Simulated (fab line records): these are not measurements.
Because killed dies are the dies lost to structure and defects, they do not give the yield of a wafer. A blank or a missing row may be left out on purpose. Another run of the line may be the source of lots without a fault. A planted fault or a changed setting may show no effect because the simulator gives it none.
Comparing a struck lot with a sound one / flow sky130 / 15 steps out of a route of 708
Sound: these wafers, L694.1, L694.5, L694.6. Struck: wafers L712.3, L712.4, L712.5. At the end, the cause is stated.
For every step that has rows: the tool of each side, followed by ch and its chambers, followed by its first start. Under that, the readings that differ: sound wafers / struck wafers / difference of the means / sigmas: that difference in standard deviations of wafers without a fault.
alike: readings with means less than 2 such deviations apart, plus words and numbers identical on both sides. not compared: withheld readings, readings lacking a value on some wafer, bounds such as >300 that could conceal the same value, and numbers that have no deviation in the record and whose values overlap.
Wherever a step has rows on one side only, a row that says differs or no value, or a row with sigmas, the two part there. Numbers that don't overlap but have no deviation are shown without sigmas and don't part them. A reading missing from all wafers of one side parts the sides only when that side holds two or more wafers.

first, 6 steps without rows for these wafers: SKY_LDD_N_HMDS_01 (prime time 60 s); SKY_LDD_N_COAT_02 (resist thk 300 nm); SKY_LDD_N_SOFTBAKE_03 (time 60 s); SKY_LDD_N_EXPOSE_04 (exposes mask NTM, target cd 840 nm); SKY_LDD_N_PEB_05; SKY_LDD_N_DEVELOP_06 (develop time 60 s).
SKY_LDD_N_OVL_MEAS_07:
  sound on overlay-02, day 19 20:09; struck on overlay-01, day 25 15:59
  alike: LDD_N_OVL
then, 5 steps without rows for these wafers: SKY_LDD_N_IMPLANT_08; SKY_LDD_N_IMPLANT_09; SKY_LDD_N_IMPLANT_10; SKY_LDD_N_IMPLANT_11; SKY_LDD_N_IMPLANT_12.
SKY_LDD_N_IMPLANT_13:
  sound on implanter-03 ch 0, day 19 20:56; struck on implanter-03 ch 0, day 25 16:48
reading=rotation-deg (degrees); sound=89.982 90.002 89.977; struck=289.61 289.61 289.58; difference=+199.61; sigmas=+99 or more
  alike: beam-energy-keV, faraday-current-uA
following that, these wafers have no rows for 1 step: SKY_LDD_N_IMPLANT_14.
-- record jumps: 25 days separate the struck wafers' starts on either side; left off in module LDD_N, taken up again in module PAD_OPEN, whose first shown step is the route's number 708 --
SKY_PAD_OPEN_PROBE_99:
  sound on prober-01, day 47 10:42; struck on prober-02, day 50 16:07
reading=model.etest.nfet_01v8_turned.vt-sat-v (V); sound=0.6692 0.6744 0.6713; struck=0.7158 0.7041 0.7151; difference=+0.0400; sigmas=
reading=model.etest.nfet_01v8_swapped.vt-sat-v (V); sound=0.6674 0.6711 0.6688; struck=0.6418 0.6339 0.6398; difference=-0.0306; sigmas=
  alike: killed_at_M0_to_M3, killed_at_M4_up, killed-at-contacts, killed-at-front-end, killed-at-other, killed-dies, killed-open, killed-short
  not compared: model.etest.nfet_01v8_turned.vt-v

WHERE THEY PART
SKY_LDD_N_IMPLANT_13 only, going by this record. Later steps at which nothing parts them and some readings are alike: SKY_PAD_OPEN_PROBE_99.

WHY: whatever the simulator had introduced
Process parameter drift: implanter-03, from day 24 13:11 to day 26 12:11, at SKY_LDD_N_IMPLANT_13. Setting rotation-deg, moved by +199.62, from 90. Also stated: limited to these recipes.
